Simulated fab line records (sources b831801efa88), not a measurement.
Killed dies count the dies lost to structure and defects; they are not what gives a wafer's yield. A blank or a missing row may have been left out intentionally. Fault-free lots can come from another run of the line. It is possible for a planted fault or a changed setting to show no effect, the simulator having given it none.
Which tool was responsible?    flow gf180mcu    Sampling: 13 lots, 39 wafers, 4 of 602 route steps

WHAT EACH GAUGE READ, for each wafer
GF_VT_IMPLANT_OVL_MEAS_40.
lot   measured      on          VT_IMPLANT_03_OVL (nm)
L319  day 7 16:13   overlay-01  -1.9 -1.3 -2.0
L320  day 7 23:49   overlay-01  -0.2 0.4 0.4
L321  day 8 07:32   overlay-02  1.5 -0.3 -0.4
L325  day 9 07:02   overlay-01  1.3 1.0 -0.2
L326  day 9 12:38   overlay-01  0.0 0.6 -0.1
L327  day 9 19:06   overlay-01  1.2 0.4 1.2
L328  day 10 00:46  overlay-02  -1.7 -1.9 0.0
L333  day 11 11:56  overlay-01  0.0 3.3 0.7
L336  day 12 11:05  overlay-02  1.2 1.2 2.9
L337  day 12 16:06  overlay-01  -0.7 -1.2 1.0
L339  day 13 02:33  overlay-01  -0.3 -2.0 -0.9
L341  day 14 03:44  overlay-01  3.2 2.3 3.1
L342  day 14 05:22  overlay-02  1.9 1.1 1.1

GF_DUAL_GATE_THK_MEAS_03.
lot   measured      on            DUAL_GATE_OXIDATION_00_THK (nm)
L319  day 7 20:24   filmMetro-01  11.08 11.09 11.08
L320  day 8 02:26   filmMetro-01  10.89 11.00 11.14
L321  day 8 10:08   filmMetro-02  10.76 10.74 10.72
L325  day 9 10:59   filmMetro-01  11.10 11.01 11.15
L326  day 9 15:58   filmMetro-02  11.32 11.21 11.30
L327  day 9 22:31   filmMetro-01  16.91 16.85 16.79
L328  day 10 03:25  filmMetro-03  17.04 16.90 17.00
L333  day 11 14:57  filmMetro-01  10.53 10.73 10.98
L336  day 12 14:38  filmMetro-03  10.95 11.04 10.91
L337  day 12 18:44  filmMetro-02  10.64 10.59 10.50
L339  day 13 05:46  filmMetro-01  10.64 10.83 10.97
L341  day 14 06:20  filmMetro-01  10.59 10.54 10.59
L342  day 14 07:58  filmMetro-01  10.86 10.87 10.63

GF_SALICIDE_THK_MEAS_05: measures by xrf.
lot   measured      on            SALICIDE_TIN_THK (nm)
L319  day 15 11:02  filmMetro-04  20.14 20.35 20.12
L320  day 15 18:26  filmMetro-03  20.21 20.24 20.16
L321  day 16 02:40  filmMetro-04  20.09 20.46 20.26
L325  day 17 13:15  filmMetro-04  19.72 19.88 20.20
L326  day 17 19:46  filmMetro-04  20.30 20.09 20.12
L327  day 18 02:14  filmMetro-03  20.26 20.35 20.05
L328  day 18 07:58  filmMetro-04  19.96 19.82 19.87
L333  day 20 07:54  filmMetro-01  20.11 19.99 19.96
L336  day 21 10:02  filmMetro-04  20.07 20.11 20.11
L337  day 21 16:09  filmMetro-03  19.88 20.20 20.04
L339  day 22 05:00  filmMetro-01  19.63 19.49 19.50
L341  day 23 10:08  filmMetro-01  20.17 19.86 20.14
L342  day 23 13:01  filmMetro-04  20.23 20.39 20.25

EACH LOT AND THE TOOL THAT RAN IT (in order: tool; ch and the chambers of the sampled wafers; start)
lot   GF_DUAL_GATE_OXIDATION_02
L319  furnace-01 ch 0, day 7 18:58
L320  furnace-01 ch 0, day 8 00:59
L321  furnace-01 ch 0, day 8 08:41
L325  furnace-01 ch 0, day 9 09:31
L326  furnace-01 ch 0, day 9 14:31
L327  furnace-01 ch 0, day 9 21:04
L328  furnace-01 ch 0, day 10 01:56
L333  furnace-02 ch 0, day 11 13:31
L336  furnace-02 ch 0, day 12 13:10
L337  furnace-02 ch 0, day 12 17:17
L339  furnace-02 ch 0, day 13 04:19
L341  furnace-02 ch 0, day 14 04:53
L342  furnace-02 ch 0, day 14 06:31
- GF_DUAL_GATE_OXIDATION_02: stabilise 600 s, purge 300 s, target thk 10.887 nm.

AS READ BY THE TOOLS THEMSELVES (means over the sampled wafers that have a number; for cases with no such wafer, the mark the record gives instead)
GF_DUAL_GATE_OXIDATION_02.
lot   tool        spikeTcTopC (C)  tube_center_temp_C_max
L319  furnace-01  916.7            902.3
L320  furnace-01  915.8            902.0
L321  furnace-01  915.5            902.7
L325  furnace-01  915.6            902.1
L326  furnace-01  917.0            902.4
L327  furnace-01  915.7            902.3
L328  furnace-01  916.2            902.2
L333  furnace-02  913.9            902.3
L336  furnace-02  913.8            902.6
L337  furnace-02  914.6            902.2
L339  furnace-02  913.5            902.1
L341  furnace-02  913.3            902.1
L342  furnace-02  915.1            902.0

THE ANSWER, worked out from the rows above alone
Rule: the lots themselves supply what counts as usual. Put in order of their means at a reading, lots are off if they are a third of the lots or fewer, leave a main group of 4 or more, and stand apart from it by a gap of 3 or more times the standard deviation of the main group's means; of several such gaps the widest counts. A main group is skipped when, at the precision printed for the reading in the tables above, its means are all equal. A lot without any number at a reading at which 4 lots or more have one is off too. All remaining lots with rows at the step are treated as sound. First the gauges in route order, then the tools' own readings, where a lot's mean is used as printed above. The first step at which some lot is off is used, and at that step the reading that is off furthest; a lot without a number counts as furthest.
Off: L327, L328, at GF_DUAL_GATE_THK_MEAS_03 (DUAL_GATE_OXIDATION_00_THK). The main group has a mean of 10.88 nm with a standard deviation of 0.21.
A tool fits if, at a process step before that reading, it ran every lot that is off, and no sound lot after the first of them. The gauges at GF_DUAL_GATE_THK_MEAS_03 are tried like those tools. One fits: GF_DUAL_GATE_OXIDATION_02 on furnace-01. A fault onset in the window from L326 (day 9 14:31, its last sound lot) to L327 (day 9 21:04, its first lot off) fits.

WHAT HAD BEEN PUT IN BY THE SIMULATOR
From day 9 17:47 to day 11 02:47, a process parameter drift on furnace-01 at GF_DUAL_GATE_OXIDATION_02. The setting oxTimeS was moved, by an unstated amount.
Struck lots among those shown: L327, L328. The rule given above showed the same thing.
